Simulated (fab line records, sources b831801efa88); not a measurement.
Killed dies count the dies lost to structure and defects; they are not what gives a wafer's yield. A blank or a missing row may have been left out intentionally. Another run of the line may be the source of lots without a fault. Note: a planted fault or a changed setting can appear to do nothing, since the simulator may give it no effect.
Which tool was responsible? ; flow sky130 ; 18 wafers from 6 lots sampled at 4 of the route's 708 steps

== WHAT EACH GAUGE READ, for each wafer ==
SKY_PAD_OPEN_BOW_MEAS_13.
lot;measured;on;PAD_OPEN_BOW (um)
L826;day 45 13:31;film-metro-03;40 37 41
L830;day 47 16:47;film-metro-02;38 45 51
L832;day 48 03:55;film-metro-02;34 41 39
L835;day 48 10:10;film-metro-01;46 37 31
L838;day 49 00:25;film-metro-01;31 34 27
L845;day 50 11:16;film-metro-03;35 42 41

== EACH LOT AND THE TOOL THAT RAN IT (in order: tool; ch and the chambers of the sampled wafers; start) ==
lot;SKY_VT_ADJUST_NCORE_STRIP_10;SKY_VIA4_ETCH_12;SKY_PASSIVATION_CVD_00
L826;plasma-asher-03 ch 0,1, day 8 16:37;rie-diel-01 ch 1,2,3, day 42 14:18;pecvd-04 ch 0,1,2, day 43 15:35
L830;plasma-asher-04 ch 0,1, day 10 19:10;rie-diel-02 ch 1,2,3, day 44 21:58;pecvd-01 ch 0,1, day 45 21:12
L832;plasma-asher-03 ch 0,1, day 11 09:19;rie-diel-02 ch 0,3, day 45 09:33;pecvd-03 ch 0,1, day 46 08:23
L835;plasma-asher-03 ch 0,1, day 11 16:21;rie-diel-02 ch 0,1,2, day 45 16:46;pecvd-03 ch 0,1, day 46 15:46
L838;plasma-asher-04 ch 0,1, day 12 13:20;rie-diel-04 ch 1,2,3, day 46 08:15;pecvd-04 ch 1,2, day 47 06:47
L845;plasma-asher-03 ch 0,1, day 14 15:47;rie-diel-01 ch 0,2,3, day 48 02:31;pecvd-03 ch 0,1, day 49 00:07
- SKY_VT_ADJUST_NCORE_STRIP_10: strips in O2/N2.
- SKY_VIA4_ETCH_12: etches SiO2 in C4F8/O2/Ar, stops on TiN, target depth 580 nm.
- SKY_PASSIVATION_CVD_00: deposits SiO2, target thk 90 nm.

== THE ANSWER, worked out from the rows above alone ==
Rule: the usual values come from the lots themselves. The widest of any qualifying gaps counts: lots, ordered by their means at a reading, are off when they make up no more than a third of the lots, leave a main group of 4 or more, and stand apart from it by 3 or more times the standard deviation of that group's means. A main group whose means are all the same, to the digits that the tables above print for the reading, isn't used. A lot without any number at a reading at which 4 lots or more have one is off too. All remaining lots with rows at the step are treated as sound.
Nothing can be told from this: no lot is off at any reading shown.

== WHAT THE SIMULATOR HAD PUT IN ==
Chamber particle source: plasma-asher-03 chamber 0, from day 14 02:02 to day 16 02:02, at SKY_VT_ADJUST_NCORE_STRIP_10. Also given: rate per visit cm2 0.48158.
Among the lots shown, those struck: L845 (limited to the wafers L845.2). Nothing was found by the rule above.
